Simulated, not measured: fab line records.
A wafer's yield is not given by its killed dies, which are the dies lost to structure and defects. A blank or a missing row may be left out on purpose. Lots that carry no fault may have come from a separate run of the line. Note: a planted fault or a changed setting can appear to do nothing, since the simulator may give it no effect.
fab line records | flow sky130 | part 1 of 2: steps 1 to 32 of 42
[record] lots = 5 | wafers = 15 | last-day = 50
route steps=708 shown POLY_CUT@316 SD_P@320 RES_XHIGH@332 SD_N@342
lots that met no fault: from a run of the same line without faults
start-h: start of the lot's first displayed wafer, in hours after the record's first day | wait-h: hours since the lot's step before | " identical to the entry in the row above | L1.1+2: a row that stands for several wafers | - no value, or no start was given | * or withheld: withheld | < > ~ a bound
route shown NAME@n: NAME is a module with steps in the file, n the number in the route of the first one | usual: the fault-free wafers' mean and standard deviation | same: alike in all rows | chamber/n: place in a boat | sites: readings site by site | _std_site: the standard deviation of these | _edge_site: inner sites' mean taken away from outer sites' mean | radius-mm: how far each site lies from the wafer's centre | mask NAME#n: copy n | behind: tool/chamber where the wafer was last shaped | hold: why the lot was held/for how many hours/how that ended | device: names the non-switching transistor (n, p or np) | end of line: at the end of the route, the tests of the same wafers | a step with no rows: only its recipe | killed: at the first sort, the dies lost to defects and structure; wafer yield is something else | map: a wafer's dies, marking killed ones x, the rest . and places with no die _
set.NAME: the run value of the setting; set.NAME@STEP: its run value at that earlier step | model.NAME: the simulator's own value behind a step, which no gauge read
a table for each step, a row for each wafer; lots at some steps of the route
services: when a tool's chamber went out of use (start-h, in hours from the record's first day, below 0 if earlier), for how many hours, and the reason
[[steps]]
[step SKY_POLY_CUT_OVL_MEAS_09]
[usual] POLY_CUT_OVL = 0/5.3
lot.wafer | tool       | chamber | start-h | wait-h | POLY_CUT_OVL[nm]
L074.2    | overlay-01 | -       | 551.66  | 0.1    | -5
L074.3    | "          | -       | "       | "      | 5
L074.6    | "          | -       | "       | "      | 1
L075.2    | overlay-01 | -       | 571.33  | 0.1    | -3
L075.5    | "          | -       | "       | "      | 6
L075.6    | "          | -       | "       | "      | -4
L085.1    | overlay-01 | -       | 656.39  | 0.1    | 6
L085.2    | "          | -       | "       | "      | 6
L085.6    | "          | -       | "       | "      | 2
L086.3    | overlay-01 | -       | 666.30  | 0.1    | 2
L086.5    | "          | -       | "       | "      | 2
L086.6    | "          | -       | "       | "      | -3
L097.1    | overlay-01 | -       | 753.13  | 0.1    | 0
L097.5    | "          | -       | "       | "      | -4
L097.6    | "          | -       | "       | "      | -13
[step SKY_POLY_CUT_ETCH_10]
[recipe] chemistry = N2/H2 | target = BARC | ion-energy-ev = 200 | source-w = 500 | bias-w = 100 | pressure-mtorr = 30 | n2-flow-sccm = 100 | h2-flow-sccm = 200 | stop-on = SiO2 | time-s = 45.9 | target-depth-a = 600
[usual] drypump-motor-current-A = 5.7/0.46 | oes-product-au = 0.855/0.0045 | throttle-valve-pct = 13.224/0.0085
lot.wafer | tool        | chamber | start-h | wait-h | drypump-motor-current-A | oes-product-au | rf-hours-counter-h | throttle-valve-pct
L074.2    | rie-diel-04 | 0       | 551.69  | 0.0    | 5.1                     | 0.854          | 81                 | 13.226
L074.3    | "           | 3       | "       | "      | 6.3                     | 0.856          | 65                 | 13.210
L074.6    | "           | 2       | "       | "      | 5.8                     | 0.860          | -                  | 13.219
L075.2    | rie-diel-04 | 1       | 571.36  | 0.0    | 5.4                     | 0.845          | 5                  | 13.223
L075.5    | "           | 1       | "       | "      | 5.4                     | 0.856          | -                  | 13.219
L075.6    | "           | 2       | "       | "      | 5.8                     | 0.849          | -                  | 13.229
L085.1    | rie-diel-03 | 1       | 656.43  | 0.0    | 4.9                     | 0.849          | 2                  | 13.224
L085.2    | "           | 0       | "       | "      | 6.2                     | 0.849          | 31                 | 13.231
L085.6    | "           | 0       | "       | "      | 6.2                     | 0.851          | -                  | 13.239
L086.3    | rie-diel-03 | 2       | 666.33  | 0.0    | 6.3                     | 0.855          | 9                  | 13.233
L086.5    | "           | 1       | "       | "      | 4.9                     | 0.853          | -                  | 13.206
L086.6    | "           | 0       | "       | "      | 6.3                     | 0.852          | -                  | 13.238
L097.1    | rie-diel-03 | 3       | 753.16  | 0.0    | 5.7                     | 0.849          | 6                  | 13.219
L097.5    | "           | 0       | "       | "      | 6.3                     | 0.849          | -                  | 13.222
L097.6    | "           | 1       | "       | "      | 4.9                     | 0.846          | -                  | 13.227
[step SKY_POLY_CUT_ETCH_11]
[recipe] target = Si3N4 | chemistry = CF4/CH2F2/Ar | stop-on = poly-Si | source-w = 600 | bias-w = 150 | pressure-mtorr = 40 | cf4-flow-sccm = 40 | ch2f2-flow-sccm = 20 | Ar_flow_sccm = 150 | time-s = 42.5 | target-depth-a = 600
[usual] drypump-motor-current-A = 5.7/0.46 | oes-product-au = 0.831/0.008 | throttle-valve-pct = 14.995/0.009
lot.wafer | tool        | chamber | start-h | wait-h | drypump-motor-current-A | oes-product-au | rf-hours-counter-h | throttle-valve-pct
L074.2    | rie-diel-04 | 0       | 551.73  | 0.0    | 5.1                     | 0.823          | 81                 | 14.992
L074.3    | "           | 3       | "       | "      | 6.3                     | 0.830          | 65                 | 14.991
L074.6    | "           | 2       | "       | "      | 5.8                     | 0.811          | -                  | 14.982
L075.2    | rie-diel-04 | 1       | 571.41  | 0.0    | 5.4                     | 0.828          | 5                  | 14.989
L075.5    | "           | 1       | "       | "      | 5.4                     | 0.836          | -                  | 15.011
L075.6    | "           | 2       | "       | "      | 5.9                     | 0.829          | -                  | 14.995
L085.1    | rie-diel-03 | 1       | 656.47  | 0.0    | 4.9                     | 0.831          | 2                  | 14.994
L085.2    | "           | 0       | "       | "      | 6.2                     | 0.833          | 31                 | 14.987
L085.6    | "           | 0       | "       | "      | 6.2                     | 0.841          | -                  | 15.001
L086.3    | rie-diel-03 | 2       | 666.37  | 0.0    | 6.2                     | 0.822          | 9                  | 15.006
L086.5    | "           | 1       | "       | "      | 4.9                     | 0.821          | -                  | 14.987
L086.6    | "           | 0       | "       | "      | 6.2                     | 0.828          | -                  | 14.984
L097.1    | rie-diel-03 | 3       | 753.21  | 0.0    | 5.6                     | 0.842          | 6                  | 15.005
L097.5    | "           | 0       | "       | "      | 6.2                     | 0.849          | -                  | 14.987
L097.6    | "           | 1       | "       | "      | 5.0                     | 0.843          | -                  | 14.997
[step SKY_POLY_CUT_STRIP_12]
[recipe] chemistry = O2/N2 | power-w = 1400 | pressure-mtorr = 1500 | platen-temp-c = withheld | o2-flow-sccm = 3000 | n2-flow-sccm = 300 | overash-fraction = 0.5
[usual] drypump-motor-current-A = 5.5/0.58 | oes-product-au = 0.452/0.0044 | strip-time-to-endpoint-s = 5.357/0.019
lot.wafer | tool            | chamber | start-h | wait-h | drypump-motor-current-A | oes-product-au | rf-hours-counter-h | strip-time-to-endpoint-s
L074.2    | plasma-asher-02 | 0       | 551.77  | 0.0    | 6.3                     | 0.456          | 12                 | 5.338
L074.3    | "               | 0       | "       | "      | 6.3                     | 0.442          | -                  | 5.351
L074.6    | "               | 1       | "       | "      | 5.6                     | 0.449          | -                  | 5.337
L075.2    | plasma-asher-01 | 1       | 571.45  | 0.0    | 5.1                     | 0.452          | 89                 | 5.354
L075.5    | "               | 1       | "       | "      | 5.1                     | 0.451          | -                  | 5.360
L075.6    | "               | 0       | "       | "      | 4.9                     | 0.454          | -                  | 5.346
L085.1    | plasma-asher-02 | 1       | 656.51  | 0.0    | 5.6                     | 0.452          | 24                 | 5.343
L085.2    | "               | 0       | "       | "      | 6.3                     | 0.451          | 24                 | 5.338
L085.6    | "               | 0       | "       | "      | 6.3                     | 0.450          | -                  | 5.377
L086.3    | plasma-asher-04 | 0       | 666.44  | 0.1    | 5.9                     | 0.448          | -                  | 5.333
L086.5    | "               | 0       | "       | "      | 5.9                     | 0.458          | -                  | 5.313
L086.6    | "               | 1       | "       | "      | 4.7                     | 0.448          | -                  | 5.332
L097.1    | plasma-asher-01 | 1       | 753.25  | 0.0    | 5.1                     | 0.447          | 1                  | 5.331
L097.5    | "               | 1       | "       | "      | 5.1                     | 0.450          | -                  | 5.321
L097.6    | "               | 0       | "       | "      | 4.9                     | 0.455          | -                  | 5.323
[step SKY_SD_P_DEHYDRATE_00]
[recipe] temp-c = 200 | time-s = 60
lot.wafer  | tool           | chamber | start-h | wait-h
L074.2+3+6 | litho-track-02 | 0       | 567.03  | 15.2
L075.2+5+6 | litho-track-04 | 0       | 585.60  | 14.1
L085.1+2+6 | litho-track-04 | 0       | 670.12  | 13.6
L086.3+5+6 | litho-track-01 | 0       | 679.72  | 13.2
L097.1+5+6 | litho-track-02 | 0       | 765.91  | 12.6
[step SKY_SD_P_HMDS_01]
[recipe] prime-time-s = 60 | prime-temp-c = 120
[usual] prime-temp-c = 120.02/0.13
lot.wafer | tool           | chamber | start-h | wait-h | prime-temp-c
L074.2    | litho-track-02 | 0       | 567.18  | 0.1    | 119.96
L074.3    | "              | 0       | "       | "      | 119.71
L074.6    | "              | 0       | "       | "      | 119.98
L075.2    | litho-track-04 | 0       | 585.75  | 0.1    | 120.06
L075.5    | "              | 0       | "       | "      | 120.08
L075.6    | "              | 0       | "       | "      | 119.87
L085.1    | litho-track-04 | 0       | 670.27  | 0.1    | 120.22
L085.2    | "              | 0       | "       | "      | 120.20
L085.6    | "              | 0       | "       | "      | 120.37
L086.3    | litho-track-01 | 0       | 679.87  | 0.1    | 119.70
L086.5    | "              | 0       | "       | "      | 120.11
L086.6    | "              | 0       | "       | "      | 120.00
L097.1    | litho-track-02 | 0       | 766.06  | 0.1    | 120.02
L097.5    | "              | 0       | "       | "      | 120.05
L097.6    | "              | 0       | "       | "      | 119.98
[step SKY_SD_P_COAT_02]
[recipe] resist = NOVOLAK | spin-rpm = 3000 | resist-thk-nm = 1140
lot.wafer  | tool           | chamber | start-h | wait-h
L074.2+3+6 | litho-track-02 | 0       | 567.33  | 0.1
L075.2+5+6 | litho-track-04 | 0       | 585.90  | 0.1
L085.1+2+6 | litho-track-04 | 0       | 670.42  | 0.1
L086.3+5+6 | litho-track-01 | 0       | 680.02  | 0.1
L097.1+5+6 | litho-track-02 | 0       | 766.21  | 0.1
[step SKY_SD_P_SOFTBAKE_03]
[recipe] temp-c = 90 | time-s = 60 | resist = NOVOLAK
lot.wafer  | tool           | chamber | start-h | wait-h
L074.2+3+6 | litho-track-02 | 0       | 567.48  | 0.1
L075.2+5+6 | litho-track-04 | 0       | 586.05  | 0.1
L085.1+2+6 | litho-track-04 | 0       | 670.57  | 0.1
L086.3+5+6 | litho-track-01 | 0       | 680.17  | 0.1
L097.1+5+6 | litho-track-02 | 0       | 766.36  | 0.1
[step SKY_SD_P_EXPOSE_04]
[recipe] mask-id = PSDM | na = 0.6 | source-shape = conventional | sigma-outer = 0.6 | polarization = unpolarized | target-cd-nm = 380 | dose-mj = 138
lot.wafer  | tool             | chamber | start-h | wait-h | mask
L074.2+3+6 | iline-stepper-02 | 0       | -       | -      | PSDM#0
L075.2+5+6 | iline-stepper-01 | 0       | -       | -      | PSDM#0
L085.1+2+6 | iline-stepper-02 | 0       | -       | -      | PSDM#0
L086.3+5+6 | iline-stepper-01 | 0       | -       | -      | PSDM#0
L097.1+5+6 | iline-stepper-01 | 0       | -       | -      | PSDM#0
[step SKY_SD_P_PEB_05]
[recipe] temp-c = withheld | time-s = * | resist = NOVOLAK
lot.wafer  | tool           | chamber | start-h | wait-h
L074.2+3+6 | litho-track-01 | 0       | -       | -
L075.2+5+6 | litho-track-01 | 0       | -       | -
L085.1+2+6 | litho-track-01 | 0       | -       | -
L086.3+5+6 | litho-track-02 | 0       | -       | -
L097.1+5+6 | litho-track-02 | 0       | -       | -
[step SKY_SD_P_DEVELOP_06]
[recipe] resist = NOVOLAK | developer = TMAH | develop-time-s = 60 | dev-temp-c = 23
lot.wafer  | tool           | chamber | start-h | wait-h
L074.2+3+6 | litho-track-01 | 0       | 581.45  | 0.1
L075.2+5+6 | litho-track-01 | 0       | 600.95  | 0.1
L085.1+2+6 | litho-track-01 | 0       | 684.72  | 0.1
L086.3+5+6 | litho-track-02 | 0       | 694.66  | 0.1
L097.1+5+6 | litho-track-02 | 0       | 779.81  | 0.1
[step SKY_SD_P_CD_MEAS_07]
[recipe] target-cd-nm = 380
[usual] cd-nm = 380.0/2.3
lot.wafer | tool      | chamber | start-h | wait-h | cd-nm
L074.2    | cd-sem-02 | -       | 581.59  | 0.1    | 379.3
L074.3    | "         | -       | "       | "      | 378.4
L074.6    | "         | -       | "       | "      | 376.2
L075.2    | cd-sem-01 | -       | 601.09  | 0.1    | 377.4
L075.5    | "         | -       | "       | "      | 377.4
L075.6    | "         | -       | "       | "      | 380.4
L085.1    | cd-sem-02 | -       | 684.87  | 0.1    | 380.4
L085.2    | "         | -       | "       | "      | 379.8
L085.6    | "         | -       | "       | "      | 379.7
L086.3    | cd-sem-01 | -       | 694.80  | 0.1    | 379.8
L086.5    | "         | -       | "       | "      | 377.7
L086.6    | "         | -       | "       | "      | 382.6
L097.1    | cd-sem-02 | -       | 779.96  | 0.1    | 380.2
L097.5    | "         | -       | "       | "      | 379.4
L097.6    | "         | -       | "       | "      | 380.6
[step SKY_SD_P_OVL_MEAS_08]
[usual] SD_P_OVL = -0.3/1.3
lot.wafer | tool       | chamber | start-h | wait-h | SD_P_OVL[nm]
L074.2    | overlay-01 | -       | 581.70  | 0.1    | -0.2
L074.3    | "          | -       | "       | "      | -0.2
L074.6    | "          | -       | "       | "      | -0.3
L075.2    | overlay-02 | -       | 601.20  | 0.1    | -0.8
L075.5    | "          | -       | "       | "      | 1.1
L075.6    | "          | -       | "       | "      | 0.1
L085.1    | overlay-01 | -       | 684.99  | 0.1    | -0.4
L085.2    | "          | -       | "       | "      | 2.2
L085.6    | "          | -       | "       | "      | 0.5
L086.3    | overlay-02 | -       | 694.89  | 0.1    | -0.6
L086.5    | "          | -       | "       | "      | 1.3
L086.6    | "          | -       | "       | "      | -0.7
L097.1    | overlay-02 | -       | 780.08  | 0.1    | -0.3
L097.5    | "          | -       | "       | "      | -0.8
L097.6    | "          | -       | "       | "      | 0.7
[step SKY_SD_P_IMPLANT_09]
[recipe] species = BF2 | energy-kev = 20 | dose-cm2 = 3e+15 | tilt-deg = 0
[usual] faraday-current-uA = 11867/330
lot.wafer | tool         | chamber | start-h | wait-h | faraday-current-uA
L074.2    | implanter-02 | 0       | 581.75  | 0.0    | 11808
L074.3    | "            | 0       | "       | "      | 11663
L074.6    | "            | 0       | "       | "      | 11937
L075.2    | implanter-04 | 0       | 601.25  | 0.0    | 12090
L075.5    | "            | 0       | "       | "      | 11992
L075.6    | "            | 0       | "       | "      | 11745
L085.1    | implanter-02 | 0       | 685.03  | 0.0    | 11831
L085.2    | "            | 0       | "       | "      | 11351
L085.6    | "            | 0       | "       | "      | 12148
L086.3    | implanter-02 | 0       | 694.96  | 0.1    | 11735
L086.5    | "            | 0       | "       | "      | 11910
L086.6    | "            | 0       | "       | "      | 11923
L097.1    | implanter-04 | 0       | 780.11  | 0.0    | 11714
L097.5    | "            | 0       | "       | "      | 11853
L097.6    | "            | 0       | "       | "      | 11569
[step SKY_SD_P_STRIP_10]
[recipe] chemistry = O2/N2 | power-w = 1400 | pressure-mtorr = 1500 | platen-temp-c = withheld | o2-flow-sccm = 3000 | n2-flow-sccm = 300 | overash-fraction = 0.5
[usual] drypump-motor-current-A = 5.7/0.5 | oes-product-au = 0.618/0.0045 | strip-time-to-endpoint-s = 17.49/0.04
lot.wafer | tool            | chamber | start-h | wait-h | drypump-motor-current-A | oes-product-au | rf-hours-counter-h | strip-time-to-endpoint-s
L074.2    | plasma-asher-02 | 0       | 581.88  | 0.1    | 6.4                     | 0.620          | 15                 | 17.47
L074.3    | "               | 0       | "       | "      | 6.4                     | 0.619          | -                  | 17.50
L074.6    | "               | 0       | "       | "      | 6.4                     | 0.616          | -                  | 17.50
L075.2    | plasma-asher-02 | 1       | 601.38  | 0.1    | 5.6                     | 0.615          | 17                 | 17.45
L075.5    | "               | 0       | "       | "      | 6.3                     | 0.630          | -                  | 17.49
L075.6    | "               | 1       | "       | "      | 5.6                     | 0.616          | -                  | 17.46
L085.1    | plasma-asher-03 | 0       | 685.18  | 0.1    | 5.5                     | 0.626          | 83                 | 17.57
L085.2    | "               | 1       | "       | "      | 5.3                     | 0.612          | 83                 | 17.52
L085.6    | "               | 1       | "       | "      | 5.4                     | 0.617          | -                  | 17.54
L086.3    | plasma-asher-02 | 0       | 695.10  | 0.1    | 6.3                     | 0.621          | -                  | 17.51
L086.5    | "               | 0       | "       | "      | 6.3                     | 0.618          | -                  | 17.45
L086.6    | "               | 1       | "       | "      | 5.6                     | 0.618          | -                  | 17.48
L097.1    | plasma-asher-02 | 0       | 780.26  | 0.1    | 6.3                     | 0.613          | 36                 | 17.51
L097.5    | "               | 1       | "       | "      | 5.5                     | 0.618          | -                  | 17.53
L097.6    | "               | 0       | "       | "      | 6.3                     | 0.621          | -                  | 17.52
[step SKY_SD_P_TW_MEAS_11]
[usual] SD_P_TW = 2827/16
lot.wafer | tool          | chamber | start-h | wait-h | SD_P_TW
L074.2    | film-metro-01 | -       | 581.99  | 0.1    | 2834
L074.3    | "             | -       | "       | "      | 2838
L074.6    | "             | -       | "       | "      | 2827
L075.2    | film-metro-04 | -       | 601.49  | 0.1    | 2808
L075.5    | "             | -       | "       | "      | 2795
L075.6    | "             | -       | "       | "      | 2808
L085.1    | film-metro-01 | -       | 685.28  | 0.1    | 2823
L085.2    | "             | -       | "       | "      | 2834
L085.6    | "             | -       | "       | "      | 2826
L086.3    | film-metro-04 | -       | 695.18  | 0.1    | 2818
L086.5    | "             | -       | "       | "      | 2811
L086.6    | "             | -       | "       | "      | 2809
L097.1    | film-metro-04 | -       | 780.36  | 0.1    | 2810
L097.5    | "             | -       | "       | "      | 2810
L097.6    | "             | -       | "       | "      | 2839
[step SKY_RES_XHIGH_DEHYDRATE_00]
[recipe] temp-c = 200 | time-s = 60
lot.wafer  | tool           | chamber | start-h | wait-h
L074.2+3+6 | litho-track-03 | 0       | 596.71  | 14.7
L075.2+5+6 | litho-track-04 | 0       | 614.95  | 13.4
L085.1+2+6 | litho-track-04 | 0       | 698.57  | 13.3
L086.3+5+6 | litho-track-01 | 0       | 707.72  | 12.5
L097.1+5+6 | litho-track-04 | 0       | 793.32  | 12.9
[step SKY_RES_XHIGH_HMDS_01]
[recipe] prime-time-s = 60 | prime-temp-c = 120
[usual] prime-temp-c = 119.98/0.13
lot.wafer | tool           | chamber | start-h | wait-h | prime-temp-c
L074.2    | litho-track-03 | 0       | 596.86  | 0.1    | 119.88
L074.3    | "              | 0       | "       | "      | 119.96
L074.6    | "              | 0       | "       | "      | 119.89
L075.2    | litho-track-04 | 0       | 615.10  | 0.1    | 119.89
L075.5    | "              | 0       | "       | "      | 119.79
L075.6    | "              | 0       | "       | "      | 120.08
L085.1    | litho-track-04 | 0       | 698.72  | 0.1    | 120.01
L085.2    | "              | 0       | "       | "      | 119.83
L085.6    | "              | 0       | "       | "      | 120.07
L086.3    | litho-track-01 | 0       | 707.87  | 0.1    | 119.94
L086.5    | "              | 0       | "       | "      | 119.89
L086.6    | "              | 0       | "       | "      | 119.75
L097.1    | litho-track-04 | 0       | 793.47  | 0.1    | 120.05
L097.5    | "              | 0       | "       | "      | 120.06
L097.6    | "              | 0       | "       | "      | 120.09
[step SKY_RES_XHIGH_COAT_02]
[recipe] resist = NOVOLAK | spin-rpm = 3000 | resist-thk-nm = 1140
lot.wafer  | tool           | chamber | start-h | wait-h
L074.2+3+6 | litho-track-03 | 0       | 597.01  | 0.1
L075.2+5+6 | litho-track-04 | 0       | 615.25  | 0.1
L085.1+2+6 | litho-track-04 | 0       | 698.87  | 0.1
L086.3+5+6 | litho-track-01 | 0       | 708.02  | 0.1
L097.1+5+6 | litho-track-04 | 0       | 793.62  | 0.1
[step SKY_RES_XHIGH_SOFTBAKE_03]
[recipe] temp-c = 90 | time-s = 60 | resist = NOVOLAK
lot.wafer  | tool           | chamber | start-h | wait-h
L074.2+3+6 | litho-track-03 | 0       | 597.16  | 0.1
L075.2+5+6 | litho-track-04 | 0       | 615.40  | 0.1
L085.1+2+6 | litho-track-04 | 0       | 699.02  | 0.1
L086.3+5+6 | litho-track-01 | 0       | 708.17  | 0.1
L097.1+5+6 | litho-track-04 | 0       | 793.77  | 0.1
[step SKY_RES_XHIGH_EXPOSE_04]
[recipe] mask-id = URPM | na = 0.6 | source-shape = conventional | sigma-outer = 0.6 | polarization = unpolarized | target-cd-nm = 1270 | dose-mj = 140
lot.wafer  | tool             | chamber | start-h | wait-h | mask
L074.2+3+6 | iline-stepper-02 | 0       | -       | -      | URPM#0
L075.2+5+6 | iline-stepper-02 | 0       | -       | -      | URPM#0
L085.1+2+6 | iline-stepper-01 | 0       | -       | -      | URPM#0
L086.3+5+6 | iline-stepper-01 | 0       | -       | -      | URPM#0
L097.1+5+6 | iline-stepper-01 | 0       | -       | -      | URPM#0
[step SKY_RES_XHIGH_PEB_05]
[recipe] temp-c = withheld | time-s = * | resist = NOVOLAK
lot.wafer  | tool           | chamber | start-h | wait-h
L074.2+3+6 | litho-track-03 | 0       | -       | -
L075.2+5+6 | litho-track-03 | 0       | -       | -
L085.1+2+6 | litho-track-01 | 0       | -       | -
L086.3+5+6 | litho-track-01 | 0       | -       | -
L097.1+5+6 | litho-track-01 | 0       | -       | -
[step SKY_RES_XHIGH_DEVELOP_06]
[recipe] resist = NOVOLAK | developer = TMAH | develop-time-s = 60 | dev-temp-c = 23
lot.wafer  | tool           | chamber | start-h | wait-h
L074.2+3+6 | litho-track-03 | 0       | 611.46  | 0.1
L075.2+5+6 | litho-track-03 | 0       | 629.86  | 0.1
L085.1+2+6 | litho-track-01 | 0       | 712.62  | 0.1
L086.3+5+6 | litho-track-01 | 0       | 721.92  | 0.1
L097.1+5+6 | litho-track-01 | 0       | 807.02  | 0.1
[step SKY_RES_XHIGH_IMPLANT_07]
[recipe] species = BF2 | energy-kev = 20 | dose-cm2 = 3.6e+14 | tilt-deg = 0
[usual] faraday-current-uA = 536/23
lot.wafer | tool         | chamber | start-h | wait-h | faraday-current-uA
L074.2    | implanter-04 | 0       | 611.61  | 0.1    | 506
L074.3    | "            | 0       | "       | "      | 509
L074.6    | "            | 0       | "       | "      | 519
L075.2    | implanter-04 | 0       | 630.01  | 0.1    | 542
L075.5    | "            | 0       | "       | "      | 515
L075.6    | "            | 0       | "       | "      | 527
L085.1    | implanter-04 | 0       | 712.77  | 0.1    | 515
L085.2    | "            | 0       | "       | "      | 501
L085.6    | "            | 0       | "       | "      | 514
L086.3    | implanter-01 | 0       | 722.07  | 0.1    | 562
L086.5    | "            | 0       | "       | "      | 556
L086.6    | "            | 0       | "       | "      | 572
L097.1    | implanter-03 | 0       | 807.17  | 0.1    | 562
L097.5    | "            | 0       | "       | "      | 580
L097.6    | "            | 0       | "       | "      | 539
[step SKY_RES_XHIGH_STRIP_08]
[recipe] chemistry = O2/N2 | power-w = 1400 | pressure-mtorr = 1500 | platen-temp-c = withheld | o2-flow-sccm = 3000 | n2-flow-sccm = 300 | overash-fraction = 0.5
[usual] drypump-motor-current-A = 5.5/0.47 | oes-product-au = 0.712/0.0047 | strip-time-to-endpoint-s = 14.25/0.045
lot.wafer | tool            | chamber | start-h | wait-h | drypump-motor-current-A | oes-product-au | rf-hours-counter-h | strip-time-to-endpoint-s
L074.2    | plasma-asher-02 | 1       | 611.73  | 0.1    | 5.6                     | 0.714          | 18                 | 14.17
L074.3    | "               | 1       | "       | "      | 5.6                     | 0.717          | -                  | 14.19
L074.6    | "               | 0       | "       | "      | 6.3                     | 0.709          | -                  | 14.19
L075.2    | plasma-asher-02 | 0       | 630.13  | 0.1    | 6.3                     | 0.720          | 20                 | 14.29
L075.5    | "               | 0       | "       | "      | 6.3                     | 0.708          | -                  | 14.23
L075.6    | "               | 1       | "       | "      | 5.6                     | 0.712          | -                  | 14.32
L085.1    | plasma-asher-03 | 1       | 712.92  | 0.1    | 5.3                     | 0.711          | 85                 | 14.30
L085.2    | "               | 0       | "       | "      | 5.5                     | 0.716          | 85                 | 14.30
L085.6    | "               | 1       | "       | "      | 5.3                     | 0.716          | -                  | 14.32
L086.3    | plasma-asher-01 | 1       | 722.21  | 0.1    | 5.1                     | 0.720          | -                  | 14.30
L086.5    | "               | 0       | "       | "      | 4.9                     | 0.710          | -                  | 14.26
L086.6    | "               | 1       | "       | "      | 5.1                     | 0.710          | -                  | 14.26
L097.1    | plasma-asher-03 | 0       | 807.32  | 0.1    | 5.5                     | 0.709          | 95                 | 14.26
L097.5    | "               | 1       | "       | "      | 5.3                     | 0.714          | -                  | 14.26
L097.6    | "               | 0       | "       | "      | 5.5                     | 0.717          | -                  | 14.23
[step SKY_RES_XHIGH_TW_MEAS_09]
[usual] RES_XHIGH_TW = 1642/7.9
lot.wafer | tool          | chamber | start-h | wait-h | RES_XHIGH_TW
L074.2    | film-metro-01 | -       | 611.84  | 0.1    | 1649
L074.3    | "             | -       | "       | "      | 1630
L074.6    | "             | -       | "       | "      | 1647
L075.2    | film-metro-03 | -       | 630.24  | 0.1    | 1642
L075.5    | "             | -       | "       | "      | 1639
L075.6    | "             | -       | "       | "      | 1639
L085.1    | film-metro-04 | -       | 713.02  | 0.1    | 1649
L085.2    | "             | -       | "       | "      | 1645
L085.6    | "             | -       | "       | "      | 1652
L086.3    | film-metro-01 | -       | 722.29  | 0.1    | 1648
L086.5    | "             | -       | "       | "      | 1645
L086.6    | "             | -       | "       | "      | 1651
L097.1    | film-metro-01 | -       | 807.42  | 0.1    | 1627
L097.5    | "             | -       | "       | "      | 1629
L097.6    | "             | -       | "       | "      | 1627
[step SKY_SD_N_DEHYDRATE_00]
[recipe] temp-c = 200 | time-s = 60
lot.wafer  | tool           | chamber | start-h | wait-h
L074.2+3+6 | litho-track-01 | 0       | 626.00  | 14.1
L075.2+5+6 | litho-track-02 | 0       | 643.63  | 13.4
L085.1+2+6 | litho-track-02 | 0       | 726.86  | 13.8
L086.3+5+6 | litho-track-02 | 0       | 734.86  | 12.6
L097.1+5+6 | litho-track-01 | 0       | 819.97  | 12.5
[step SKY_SD_N_HMDS_01]
[recipe] prime-time-s = 60 | prime-temp-c = 120
[usual] prime-temp-c = 119.99/0.13
lot.wafer | tool           | chamber | start-h | wait-h | prime-temp-c
L074.2    | litho-track-01 | 0       | 626.15  | 0.1    | 119.92
L074.3    | "              | 0       | "       | "      | 120.12
L074.6    | "              | 0       | "       | "      | 120.14
L075.2    | litho-track-02 | 0       | 643.78  | 0.1    | 120.03
L075.5    | "              | 0       | "       | "      | 120.01
L075.6    | "              | 0       | "       | "      | 120.03
L085.1    | litho-track-02 | 0       | 727.01  | 0.1    | 119.91
L085.2    | "              | 0       | "       | "      | 120.02
L085.6    | "              | 0       | "       | "      | 120.14
L086.3    | litho-track-02 | 0       | 735.01  | 0.1    | 120.23
L086.5    | "              | 0       | "       | "      | 120.15
L086.6    | "              | 0       | "       | "      | 120.07
L097.1    | litho-track-01 | 0       | 820.12  | 0.1    | 119.94
L097.5    | "              | 0       | "       | "      | 120.00
L097.6    | "              | 0       | "       | "      | 119.89
[step SKY_SD_N_COAT_02]
[recipe] resist = NOVOLAK | spin-rpm = 3000 | resist-thk-nm = 1140
lot.wafer  | tool           | chamber | start-h | wait-h
L074.2+3+6 | litho-track-01 | 0       | 626.30  | 0.1
L075.2+5+6 | litho-track-02 | 0       | 643.93  | 0.1
L085.1+2+6 | litho-track-02 | 0       | 727.16  | 0.1
L086.3+5+6 | litho-track-02 | 0       | 735.16  | 0.1
L097.1+5+6 | litho-track-01 | 0       | 820.27  | 0.1
[step SKY_SD_N_SOFTBAKE_03]
[recipe] temp-c = 90 | time-s = 60 | resist = NOVOLAK
lot.wafer  | tool           | chamber | start-h | wait-h
L074.2+3+6 | litho-track-01 | 0       | 626.45  | 0.1
L075.2+5+6 | litho-track-02 | 0       | 644.08  | 0.1
L085.1+2+6 | litho-track-02 | 0       | 727.31  | 0.1
L086.3+5+6 | litho-track-02 | 0       | 735.31  | 0.1
L097.1+5+6 | litho-track-01 | 0       | 820.42  | 0.1
[step SKY_SD_N_EXPOSE_04]
[recipe] mask-id = NSDM | na = 0.6 | source-shape = conventional | sigma-outer = 0.6 | polarization = unpolarized | target-cd-nm = 380 | dose-mj = 141
lot.wafer  | tool             | chamber | start-h | wait-h | mask
L074.2+3+6 | iline-stepper-02 | 0       | -       | -      | NSDM#0
L075.2+5+6 | iline-stepper-01 | 0       | -       | -      | NSDM#0
L085.1+2+6 | iline-stepper-02 | 0       | -       | -      | NSDM#0
L086.3+5+6 | iline-stepper-02 | 0       | -       | -      | NSDM#0
L097.1+5+6 | iline-stepper-01 | 0       | -       | -      | NSDM#0
[step SKY_SD_N_PEB_05]
[recipe] temp-c = withheld | time-s = * | resist = NOVOLAK
lot.wafer  | tool           | chamber | start-h | wait-h
L074.2+3+6 | litho-track-02 | 0       | -       | -
L075.2+5+6 | litho-track-03 | 0       | -       | -
L085.1+2+6 | litho-track-03 | 0       | -       | -
L086.3+5+6 | litho-track-02 | 0       | -       | -
L097.1+5+6 | litho-track-03 | 0       | -       | -
